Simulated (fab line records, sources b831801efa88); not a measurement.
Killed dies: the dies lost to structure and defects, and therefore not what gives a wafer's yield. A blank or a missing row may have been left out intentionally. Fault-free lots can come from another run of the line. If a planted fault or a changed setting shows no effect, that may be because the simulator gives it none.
Shared-tool check + flow gf180mcu + Sample size 13 lots and 39 wafers

== THE REASON FOR OPENING IT ==
Flagged at GF_TOP_METAL_CD_MEAS_14: reading cd nm, on 2 of 13 lots. Wafers without a fault read 440.3 nm, standard deviation 2.2.
Rule: a lot gets a flag if all its wafers with a number sit over 4 standard deviations from that mean, or if no wafer of it has a number. As for the other lots, they are considered sound.

| lot  | measured     | on        | cd nm (nm), wafer by wafer | flag    |
|------|--------------|-----------|----------------------------|---------|
| L656 | day 28 09:33 | cd sem-02 | 439.5 439.5 440.7          |         |
| L657 | day 28 18:02 | cd sem-02 | 441.2 439.5 440.7          |         |
| L660 | day 29 16:25 | cd sem-01 | 443.9 440.5 440.7          |         |
| L663 | day 30 16:05 | cd sem-02 | 435.0 434.7 434.9          |         |
| L665 | day 30 19:00 | cd sem-02 | 424.1 423.0 424.8          | FLAGGED |
| L666 | day 31 06:29 | cd sem-01 | 422.2 419.2 420.4          | FLAGGED |
| L672 | day 32 23:13 | cd sem-01 | 439.6 441.5 442.0          |         |
| L674 | day 33 04:41 | cd sem-01 | 443.7 443.1 442.3          |         |
| L675 | day 33 14:08 | cd sem-02 | 437.6 437.4 440.5          |         |
| L676 | day 33 15:22 | cd sem-01 | 440.9 439.7 440.0          |         |
| L677 | day 33 20:50 | cd sem-02 | 439.2 438.0 438.1          |         |
| L678 | day 34 11:07 | cd sem-01 | 439.2 439.2 438.6          |         |
| L679 | day 34 11:58 | cd sem-01 | 444.9 444.0 442.6          |         |
Average over the flagged lots: 422.3 nm; offset from the usual -18.0 nm, equal to -8 standard deviations.

== WHICH TOOL RAN EACH LOT ==
3 process steps preceding the reading are held in the record, out of 602 steps in the route. Read each cell as the tool, then ch plus the chambers that the sampled wafers visited, then the start.
| lot  | flag    | GF_TOP_METAL_SPUTTER_01      | GF_TOP_METAL_SPUTTER_03      | GF_TOP_METAL_DEVELOP_13           |
|------|---------|------------------------------|------------------------------|-----------------------------------|
| L656 |         | pvd sputter-01, day 27 14:01 | pvd sputter-01, day 27 14:05 | litho track-01 ch 0, day 28 09:24 |
| L657 |         | pvd sputter-04, day 27 22:11 | pvd sputter-04, day 27 22:16 | litho track-02 ch 0, day 28 17:54 |
| L660 |         | pvd sputter-02, day 28 21:22 | pvd sputter-02, day 28 21:27 | litho track-02 ch 0, day 29 16:16 |
| L663 |         | pvd sputter-01, day 29 21:53 | pvd sputter-01, day 29 21:58 | litho track-02 ch 0, day 30 15:57 |
| L665 | FLAGGED | pvd sputter-04, day 29 23:59 | pvd sputter-04, day 30 00:04 | litho track-01 ch 0, day 30 18:52 |
| L666 | FLAGGED | pvd sputter-02, day 30 12:07 | pvd sputter-02, day 30 12:11 | litho track-01 ch 0, day 31 06:20 |
| L672 |         | pvd sputter-02, day 32 07:07 | pvd sputter-02, day 32 07:11 | litho track-02 ch 0, day 32 23:04 |
| L674 |         | pvd sputter-01, day 32 12:28 | pvd sputter-01, day 32 12:33 | litho track-03 ch 0, day 33 04:32 |
| L675 |         | pvd sputter-04, day 32 22:22 | pvd sputter-04, day 32 22:26 | litho track-02 ch 0, day 33 14:00 |
| L676 |         | pvd sputter-04, day 32 23:40 | pvd sputter-04, day 32 23:44 | litho track-02 ch 0, day 33 15:13 |
| L677 |         | pvd sputter-04, day 33 04:51 | pvd sputter-04, day 33 04:55 | litho track-02 ch 0, day 33 20:42 |
| L678 |         | pvd sputter-01, day 33 19:40 | pvd sputter-01, day 33 19:44 | litho track-02 ch 0, day 34 10:58 |
| L679 |         | pvd sputter-01, day 33 21:14 | pvd sputter-01, day 33 21:18 | litho track-01 ch 0, day 34 11:49 |
What is done by these steps:
- GF_TOP_METAL_SPUTTER_01: material TiN, target thk 30 nm, time 25 s.
- GF_TOP_METAL_SPUTTER_03: material Ti, target thk 5 nm, time 3.3 s.
- GF_TOP_METAL_DEVELOP_13: develop time 60 s.
- GF_TOP_METAL_CD_MEAS_14: target cd 440 nm.

== FLAGGED AGAINST TOTAL, ONE TOOL AT A TIME (gauges that did the reading follow at the end) ==
| step                    | tool           | lots run | flagged | share of the flagged lots | sound lots run after its first flagged lot |
|-------------------------|----------------|----------|---------|---------------------------|--------------------------------------------|
| GF_TOP_METAL_SPUTTER_01 | pvd sputter-01 | 5        | 0       | none                      | -                                          |
| GF_TOP_METAL_SPUTTER_01 | pvd sputter-02 | 3        | 1       | some                      | 1 (L672)                                   |
| GF_TOP_METAL_SPUTTER_01 | pvd sputter-04 | 5        | 1       | some                      | 3 (L675,L676,L677)                         |
| GF_TOP_METAL_SPUTTER_03 | pvd sputter-01 | 5        | 0       | none                      | -                                          |
| GF_TOP_METAL_SPUTTER_03 | pvd sputter-02 | 3        | 1       | some                      | 1 (L672)                                   |
| GF_TOP_METAL_SPUTTER_03 | pvd sputter-04 | 5        | 1       | some                      | 3 (L675,L676,L677)                         |
| GF_TOP_METAL_DEVELOP_13 | litho track-01 | 4        | 2       | all                       | 1 (L679)                                   |
| GF_TOP_METAL_DEVELOP_13 | litho track-02 | 8        | 0       | none                      | -                                          |
| GF_TOP_METAL_DEVELOP_13 | litho track-03 | 1        | 0       | none                      | -                                          |
| GF_TOP_METAL_CD_MEAS_14 | cd sem-01      | 7        | 1       | some                      | 5 (L672,L674,L676,L678,L679)               |
| GF_TOP_METAL_CD_MEAS_14 | cd sem-02      | 6        | 1       | some                      | 2 (L675,L677)                              |

== THE TABLE: WHAT IT ALLOWS ==
1 row of the table ran every flagged lot: litho track-01 at GF_TOP_METAL_DEVELOP_13.
- litho track-01 at GF_TOP_METAL_DEVELOP_13: 2 of its 4 lots flagged. After the first flagged lot (L679), sound lots still ran on it; a lasting fault on the whole tool would not permit that.
There is no row in the table that ran each flagged lot and no sound lot after the first.

== WHAT WAS PUT IN BY THE SIMULATOR ==
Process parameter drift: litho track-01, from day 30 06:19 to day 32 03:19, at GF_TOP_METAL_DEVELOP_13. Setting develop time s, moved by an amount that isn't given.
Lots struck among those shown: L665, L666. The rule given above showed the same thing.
